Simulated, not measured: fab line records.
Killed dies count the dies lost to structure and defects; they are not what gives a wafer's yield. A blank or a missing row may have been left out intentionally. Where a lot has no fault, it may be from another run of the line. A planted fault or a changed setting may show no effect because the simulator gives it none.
What tool caused it? | flow gf180mcu | Sampling: 24 lots, 72 wafers, 6 of 602 route steps

WHAT THE GAUGES SHOWED, per wafer
GF_V3_CD_MEAS_14: the cd target is 260 nm.
lot  | measured     | on        | cd-nm (nm)
L074 | day 21 23:55 | cd-sem-01 | 258.8 261.3 260.6
L075 | day 22 15:20 | cd-sem-01 | 259.6 260.2 260.2
L076 | day 22 17:23 | cd-sem-02 | 259.2 259.0 259.4
L077 | day 23 04:20 | cd-sem-01 | 259.8 260.1 259.2
L078 | day 23 16:09 | cd-sem-02 | 261.1 260.1 259.9
L079 | day 24 01:21 | cd-sem-01 | 260.6 263.6 261.4
L080 | day 24 06:14 | cd-sem-01 | 261.6 260.1 261.2
L081 | day 24 21:59 | cd-sem-01 | 261.1 259.4 259.5
L082 | day 24 22:08 | cd-sem-02 | 262.9 262.2 262.2
L083 | day 25 12:07 | cd-sem-02 | 259.1 259.6 260.4
L084 | day 25 18:53 | cd-sem-02 | 258.9 257.9 257.3
L085 | day 26 08:14 | cd-sem-01 | 259.2 258.6 258.9
L086 | day 26 09:15 | cd-sem-02 | 258.3 259.4 258.0
L087 | day 26 22:29 | cd-sem-02 | 261.7 262.0 261.8
L088 | day 27 05:56 | cd-sem-02 | 259.6 259.4 260.4
L089 | day 27 15:35 | cd-sem-02 | 262.7 261.2 261.9
L090 | day 28 05:28 | cd-sem-02 | 260.2 261.7 260.5
L091 | day 28 13:46 | cd-sem-02 | 259.9 260.4 261.0
L092 | day 28 20:25 | cd-sem-02 | 259.6 258.0 257.9
L093 | day 28 21:44 | cd-sem-02 | 260.3 259.3 260.2
L094 | day 29 02:01 | cd-sem-02 | 259.1 259.9 258.4
L095 | day 29 04:46 | cd-sem-02 | 258.2 257.8 258.1
L096 | day 29 12:03 | cd-sem-02 | 258.8 259.0 258.9
L097 | day 29 20:20 | cd-sem-01 | 257.8 258.2 257.6

GF_V5_THK_MEAS_03.
lot  | measured     | on            | V5_CVD_02_THK (nm)
L074 | day 25 21:24 | film-metro-03 | 1425 1463 1470
L075 | day 26 11:49 | film-metro-02 | 1409 1457 1436
L076 | day 26 14:36 | film-metro-02 | 1421 1431 1449
L077 | day 27 01:36 | film-metro-03 | 1452 1467 1485
L078 | day 27 10:28 | film-metro-04 | 1450 1451 1436
L079 | day 27 19:45 | film-metro-02 | 1422 1440 1427
L080 | day 28 00:17 | film-metro-02 | 1398 1467 1454
L081 | day 28 13:35 | film-metro-03 | 1419 1441 1453
L082 | day 28 14:36 | film-metro-02 | 1420 1423 1447
L083 | day 29 03:23 | film-metro-03 | 1435 1432 1446
L084 | day 29 07:46 | film-metro-02 | 1433 1460 1432
L085 | day 29 20:41 | film-metro-03 | 1418 1403 1416
L086 | day 29 21:11 | film-metro-03 | 1441 1468 1448
L087 | day 30 08:26 | film-metro-02 | 1396 1430 1455
L088 | day 30 15:01 | film-metro-03 | 1428 1457 1458
L089 | day 30 23:53 | film-metro-02 | 1442 1459 1479
L090 | day 31 13:14 | film-metro-02 | 1418 1427 1426
L091 | day 31 20:22 | film-metro-04 | 1430 1446 1457
L092 | day 32 01:42 | film-metro-04 | 1433 1476 1464
L093 | day 32 03:37 | film-metro-03 | 1452 1461 1460
L094 | day 32 06:52 | film-metro-03 | 1416 1465 1434
L095 | day 32 10:12 | film-metro-02 | 1422 1444 1426
L096 | day 32 15:37 | film-metro-02 | 1451 1416 1453
L097 | day 33 00:30 | film-metro-04 | 1453 1444 1475

GF_TOP_METAL_THK_MEAS_06: measures by xrf.
lot  | measured     | on            | TOP_METAL_ALCU_THK (nm)
L074 | day 26 20:30 | film-metro-01 | 893 897 885
L075 | day 27 10:31 | film-metro-03 | 898 907 908
L076 | day 27 13:07 | film-metro-02 | 910 900 908
L077 | day 27 23:47 | film-metro-02 | 904 901 903
L078 | day 28 08:28 | film-metro-03 | 884 898 889
L079 | day 28 17:46 | film-metro-01 | 918 913 910
L080 | day 28 21:59 | film-metro-01 | 890 895 883
L081 | day 29 11:30 | film-metro-03 | 881 889 873
L082 | day 29 12:29 | film-metro-02 | 906 916 908
L083 | day 30 00:19 | film-metro-03 | 910 900 897
L084 | day 30 04:10 | film-metro-01 | 906 903 902
L085 | day 30 17:07 | film-metro-03 | 913 899 909
L086 | day 30 17:29 | film-metro-02 | 902 903 914
L087 | day 31 03:47 | film-metro-03 | 919 898 907
L088 | day 31 10:47 | film-metro-03 | 890 898 884
L089 | day 31 19:14 | film-metro-02 | 904 919 913
L090 | day 32 08:31 | film-metro-02 | 893 907 893
L091 | day 32 15:31 | film-metro-03 | 896 898 892
L092 | day 32 20:18 | film-metro-02 | 901 895 893
L093 | day 32 22:39 | film-metro-01 | 908 901 897
L094 | day 33 01:15 | film-metro-03 | 885 886 882
L095 | day 33 07:35 | film-metro-03 | 894 892 887
L096 | day 33 09:52 | film-metro-01 | 881 887 886
L097 | day 33 17:36 | film-metro-03 | 887 888 897

WHICH TOOL RAN EACH LOT (tool, then ch and the chambers of the sampled wafers, then the start)
lot  | GF_V3_CMP_04                  | GF_MIM_SPUTTER_07            | GF_V5_STRIP_18
L074 | cmp-02 ch 0,2,3, day 21 00:16 | pvd-sputter-01, day 24 01:22 | plasma-asher-01 ch 0,1, day 26 18:55
L075 | cmp-01 ch 1,2, day 21 15:26   | pvd-sputter-04, day 24 16:30 | plasma-asher-01 ch 0,1, day 27 08:55
L076 | cmp-01 ch 0,2, day 21 18:16   | pvd-sputter-04, day 24 18:37 | plasma-asher-04 ch 0,1, day 27 11:33
L077 | cmp-01 ch 0,3, day 22 04:51   | pvd-sputter-02, day 25 06:17 | plasma-asher-01 ch 0,1, day 27 22:13
L078 | cmp-02 ch 0,1,3, day 22 17:04 | pvd-sputter-01, day 25 15:35 | plasma-asher-01 ch 0,1, day 28 06:55
L079 | cmp-01 ch 0,3, day 23 03:00   | pvd-sputter-01, day 26 02:04 | plasma-asher-01 ch 0,1, day 28 16:13
L080 | cmp-01 ch 0,1,2, day 23 08:10 | pvd-sputter-02, day 26 05:53 | plasma-asher-02 ch 0,1, day 28 20:25
L081 | cmp-02 ch 1,2,3, day 24 00:05 | pvd-sputter-04, day 26 20:49 | plasma-asher-04 ch 0,1, day 29 09:55
L082 | cmp-02 ch 1,3, day 24 00:17   | pvd-sputter-02, day 26 21:25 | plasma-asher-04 ch 0,1, day 29 10:55
L083 | cmp-01 ch 0,2,3, day 24 14:10 | pvd-sputter-02, day 27 11:25 | plasma-asher-02 ch 0,1, day 29 22:31
L084 | cmp-02 ch 2,3, day 24 21:22   | pvd-sputter-02, day 27 16:10 | plasma-asher-04 ch 1, day 30 02:36
L085 | cmp-01 ch 1,2, day 25 10:37   | pvd-sputter-02, day 28 05:06 | plasma-asher-04 ch 0,1, day 30 15:31
L086 | cmp-01 ch 0,1, day 25 11:36   | pvd-sputter-02, day 28 05:43 | plasma-asher-01 ch 0,1, day 30 15:54
L087 | cmp-02 ch 0,3, day 26 01:43   | pvd-sputter-04, day 28 18:09 | plasma-asher-01 ch 0,1, day 31 02:12
L088 | cmp-01 ch 0,2, day 26 09:16   | pvd-sputter-02, day 29 00:07 | plasma-asher-01 ch 0,1, day 31 09:13
L089 | cmp-02 ch 1,2, day 26 19:10   | pvd-sputter-02, day 29 11:08 | plasma-asher-01 ch 0,1, day 31 17:40
L090 | cmp-02 ch 0,2,3, day 27 09:13 | pvd-sputter-01, day 29 23:58 | plasma-asher-04 ch 0,1, day 32 06:54
L091 | cmp-02 ch 0,2,3, day 27 18:55 | pvd-sputter-01, day 30 08:49 | plasma-asher-01 ch 0,1, day 32 13:45
L092 | cmp-02 ch 0,1,2, day 28 00:59 | pvd-sputter-04, day 30 13:53 | plasma-asher-01 ch 0, day 32 18:37
L093 | cmp-01 ch 0,2,3, day 28 02:18 | pvd-sputter-04, day 30 16:26 | plasma-asher-01 ch 0,1, day 32 21:02
L094 | cmp-01 ch 0,1, day 28 06:58   | pvd-sputter-01, day 30 19:11 | plasma-asher-04 ch 0,1, day 32 23:40
L095 | cmp-01 ch 1,2,3, day 28 09:29 | pvd-sputter-02, day 30 22:08 | plasma-asher-04 ch 0,1, day 33 05:30
L096 | cmp-02 ch 2,3, day 28 17:13   | pvd-sputter-04, day 31 04:29 | plasma-asher-02 ch 0,1, day 33 08:18
L097 | cmp-02 ch 0,2,3, day 29 01:37 | pvd-sputter-04, day 31 13:40 | plasma-asher-01 ch 0,1, day 33 16:01
- GF_V3_CMP_04: polishes SiO2.
- GF_MIM_SPUTTER_07: material TiN, target thk 60 nm, time 50 s.
- GF_V5_STRIP_18: strips in O2/N2.

WHAT THE TOOLS THEMSELVES READ (means of the sampled wafers that have a number; where no wafer has one, the mark that the record gives instead)
GF_V3_CMP_04.
lot  | tool   | motor-current-A (A) | retaining-ring-pressure-frac | slurry-flow-ml-min | time-to-endpoint-s (s)
L074 | cmp-02 | 12.8                | 1.002                        | 149.4              | 82
L075 | cmp-01 | 11.9                | 0.998                        | 149.9              | 75
L076 | cmp-01 | 11.9                | 1.004                        | 150.3              | 82
L077 | cmp-01 | 12.1                | 0.997                        | 150.3              | 77
L078 | cmp-02 | 12.3                | 0.993                        | 149.7              | 75
L079 | cmp-01 | 11.8                | 0.998                        | 149.7              | 79
L080 | cmp-01 | 12.3                | 1.000                        | 150.2              | 79
L081 | cmp-02 | 11.7                | 0.998                        | 149.6              | 80
L082 | cmp-02 | 11.0                | 1.003                        | 149.8              | 77
L083 | cmp-01 | 12.2                | 0.998                        | 149.9              | 77
L084 | cmp-02 | 12.6                | 1.006                        | 150.1              | 79
L085 | cmp-01 | 12.1                | 0.997                        | 149.7              | 70
L086 | cmp-01 | 12.1                | 0.997                        | 150.0              | 82
L087 | cmp-02 | 12.9                | 1.000                        | 149.6              | 80
L088 | cmp-01 | 12.3                | 1.002                        | 150.0              | 80
L089 | cmp-02 | 10.9                | 1.001                        | 149.8              | 79
L090 | cmp-02 | 12.6                | 1.003                        | 149.8              | 71
L091 | cmp-02 | 12.7                | 1.000                        | 150.5              | 78
L092 | cmp-02 | 12.1                | 1.001                        | 150.1              | 83
L093 | cmp-01 | 12.3                | 0.999                        | 149.8              | 82
L094 | cmp-01 | 12.0                | 0.997                        | 150.1              | 78
L095 | cmp-01 | 12.2                | 1.001                        | 150.2              | 71
L096 | cmp-02 | 12.4                | 1.005                        | 149.9              | 85
L097 | cmp-02 | 12.8                | 1.006                        | 149.7              | 79

GF_MIM_SPUTTER_07.
lot  | tool           | throttle-valve-pct (%)
L074 | pvd-sputter-01 | 30.1
L075 | pvd-sputter-04 | 30.2
L076 | pvd-sputter-04 | 29.1
L077 | pvd-sputter-02 | 28.7
L078 | pvd-sputter-01 | 30.2
L079 | pvd-sputter-01 | 28.9
L080 | pvd-sputter-02 | 28.9
L081 | pvd-sputter-04 | 29.2
L082 | pvd-sputter-02 | 29.5
L083 | pvd-sputter-02 | 29.4
L084 | pvd-sputter-02 | 29.9
L085 | pvd-sputter-02 | 30.0
L086 | pvd-sputter-02 | 29.5
L087 | pvd-sputter-04 | 30.1
L088 | pvd-sputter-02 | 29.0
L089 | pvd-sputter-02 | 29.7
L090 | pvd-sputter-01 | 30.0
L091 | pvd-sputter-01 | 28.9
L092 | pvd-sputter-04 | 28.3
L093 | pvd-sputter-04 | 28.1
L094 | pvd-sputter-01 | 30.3
L095 | pvd-sputter-02 | 29.0
L096 | pvd-sputter-04 | 29.0
L097 | pvd-sputter-04 | 29.4

GF_V5_STRIP_18.
lot  | tool            | drypump-motor-current-A (A) | heater-power-w (W) | oes-product-au (a.u.)
L074 | plasma-asher-01 | 5.66                        | 378                | 0.566
L075 | plasma-asher-01 | 5.66                        | 382                | 0.564
L076 | plasma-asher-04 | 6.11                        | 347                | 0.567
L077 | plasma-asher-01 | 5.75                        | 391                | 0.571
L078 | plasma-asher-01 | 5.68                        | 380                | 0.570
L079 | plasma-asher-01 | 5.66                        | 383                | 0.563
L080 | plasma-asher-02 | 6.00                        | 311                | 0.571
L081 | plasma-asher-04 | 6.12                        | 351                | 0.570
L082 | plasma-asher-04 | 6.20                        | 380                | 0.569
L083 | plasma-asher-02 | 6.00                        | 316                | 0.565
L084 | plasma-asher-04 | 6.06                        | 320                | 0.567
L085 | plasma-asher-04 | 6.19                        | 388                | 0.568
L086 | plasma-asher-01 | 5.66                        | 382                | 0.568
L087 | plasma-asher-01 | 5.64                        | 382                | 0.570
L088 | plasma-asher-01 | 5.64                        | 382                | 0.565
L089 | plasma-asher-01 | 5.78                        | 395                | 0.569
L090 | plasma-asher-04 | 6.14                        | 363                | 0.577
L091 | plasma-asher-01 | 5.65                        | 385                | 0.571
L092 | plasma-asher-01 | 5.86                        | 409                | 0.569
L093 | plasma-asher-01 | 5.79                        | 389                | 0.566
L094 | plasma-asher-04 | 6.13                        | 361                | 0.565
L095 | plasma-asher-04 | 6.18                        | 395                | 0.569
L096 | plasma-asher-02 | 5.99                        | 315                | 0.567
L097 | plasma-asher-01 | 5.65                        | 382                | 0.570

THE ANSWER, worked out from the rows above alone
Rule: the lots themselves supply what counts as usual. Put in order of their means at a reading, lots are off if they are a third of the lots or fewer, leave a main group of 4 or more, and stand apart from it by a gap of 3 or more times the standard deviation of the main group's means; of several such gaps the widest counts. A main group whose means are all the same, to the digits that the tables above print for the reading, isn't used. Also off: a lot with no number at a reading for which 4 or more lots have one. All remaining lots with rows at the step are treated as sound. Order of review: gauges by route order, followed by the tools' own readings, for which a lot's mean as printed above is used. At the first step where some lot is off, the reading lying furthest off is the one used; lots without a number count as furthest.
No lot is off at any reading shown: from this, nothing can be told.

WHAT WAS PUT IN BY THE SIMULATOR
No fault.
